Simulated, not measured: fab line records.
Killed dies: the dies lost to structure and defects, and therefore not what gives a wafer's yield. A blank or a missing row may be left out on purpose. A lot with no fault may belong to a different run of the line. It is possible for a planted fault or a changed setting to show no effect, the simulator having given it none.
Matching of chambers ; flow sky130 ; SKY_POLY_GATE_ETCH_16 on rie-diel-04 has 4 sister chambers
The step etches Si3N4 in CH3F/O2, stops on poly-Si, time 147.5 s, target depth 75 nm. 8 wafers are shown with their chamber, then 10 later ones without.

EACH WAFER AND ITS CHAMBER
wafer;chamber;drypump-motor-current-A (A);throttle-valve-pct (%)
L078.4;1;4.9;10.534
L081.1;2;4.9;10.520
L081.2;3;5.9;10.551
L081.6;3;6.0;10.542
L083.5;2;4.9;10.530
L083.6;1;4.9;10.539
L086.2;0;5.4;10.513
L086.5;0;5.4;10.521

WAFERS WITHOUT THEIR CHAMBER
wafer;drypump-motor-current-A (A);throttle-valve-pct (%)
L086.6;6.0;10.528
L088.1;6.0;10.539
L088.5;6.0;10.541
L088.6;4.9;10.531
L092.3;4.9;10.531
L092.4;6.0;10.537
L092.5;5.0;10.524
L097.1;4.9;10.514
L097.3;5.0;10.510
L097.5;4.9;10.542

CHAMBER TAKEN BY EACH
wafer;from the rows above;in truth
L086.6;3;3
L088.1;3;3
L088.5;3;3
L088.6;can't be placed: 1 or 2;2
L092.3;can't be placed: 1 or 2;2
L092.4;3;3
L092.5;can't be placed: 2 or 1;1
L097.1;can't be placed: 2 or 1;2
L097.3;can't be placed: 2 or 1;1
L097.5;can't be placed: 1 or 2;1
Placed correctly: 4 of 10. Not placeable from these rows: 6 (in 6, the candidates include the true chamber). 0 placed wrongly.
How it was worked out, from the rows above alone: a wafer's distance from a chamber is the root of the sum, over the readings, of the square of ((its reading less the chamber's mean) divided by the reading's scatter). If the next closest chamber is less than 2 further off than the closest, the wafer can't be placed; otherwise it belongs to the closest. The mean given for a chamber averages the wafers shown for that chamber. The scatter: take each reading less its chamber's mean, square it, sum over the shown wafers, divide by the number of wafers less the number of chambers, and take the root.
